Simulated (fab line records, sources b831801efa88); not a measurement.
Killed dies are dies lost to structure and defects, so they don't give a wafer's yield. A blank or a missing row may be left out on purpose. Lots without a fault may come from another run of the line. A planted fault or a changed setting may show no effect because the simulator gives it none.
Which tool did it? | flow sky130 | 12 lots, 36 wafers sampled, at 2 steps of a route of 708

WHAT THE GAUGES READ, wafer by wafer
SKY_METAL1_CD_MEAS_15: target cd 140 nm.
lot  | measured     | on        | cd_nm (nm)
L075 | day 33 09:34 | cd_sem-01 | 141.4 142.0 141.8
L077 | day 34 03:01 | cd_sem-01 | 142.1 141.7 141.2
L079 | day 34 07:45 | cd_sem-02 | 139.9 142.1 140.7
L081 | day 35 06:04 | cd_sem-01 | 139.5 140.0 138.0
L083 | day 35 12:35 | cd_sem-01 | 135.5 135.9 137.6
L085 | day 36 05:22 | cd_sem-01 | 140.0 140.6 140.2
L087 | day 36 23:37 | cd_sem-02 | 138.7 138.5 139.6
L089 | day 37 09:38 | cd_sem-01 | 140.0 140.2 141.0
L091 | day 38 01:36 | cd_sem-02 | 135.8 135.8 137.1
L093 | day 39 01:54 | cd_sem-02 | 138.3 138.7 138.0
L095 | day 39 07:37 | cd_sem-01 | 139.9 138.5 139.0
L097 | day 39 22:25 | cd_sem-01 | 136.9 138.2 138.6

WHICH TOOL RAN EACH LOT (tool, then ch and the chambers of the sampled wafers, then the start)
lot  | SKY_METAL1_SPUTTER_03
L075 | pvd_sputter-02, day 32 06:23
L077 | pvd_sputter-03, day 33 00:29
L079 | pvd_sputter-04, day 33 05:11
L081 | pvd_sputter-03, day 34 03:28
L083 | pvd_sputter-03, day 34 10:06
L085 | pvd_sputter-02, day 35 02:42
L087 | pvd_sputter-04, day 35 21:37
L089 | pvd_sputter-03, day 36 07:58
L091 | pvd_sputter-02, day 36 23:37
L093 | pvd_sputter-02, day 38 00:26
L095 | pvd_sputter-02, day 38 06:37
L097 | pvd_sputter-04, day 38 21:13
- SKY_METAL1_SPUTTER_03: material Ti, target thk 5 nm, time 3.3 s.

THE ANSWER, worked out from the rows above alone
Rule: what is usual is taken from the lots themselves. Put in order of their means at a reading, lots are off if they are a third of the lots or fewer, leave a main group of 4 or more, and stand apart from it by a gap of 3 or more times the standard deviation of the main group's means; of several such gaps the widest counts. A main group whose means are all the same, to the digits that the tables above print for the reading, isn't used. A lot without any number at a reading at which 4 lots or more have one is off too. The other lots that the step has rows for count as sound.
No lot is off at any reading shown: from this, nothing can be told.

WHAT THE SIMULATOR HAD PUT IN
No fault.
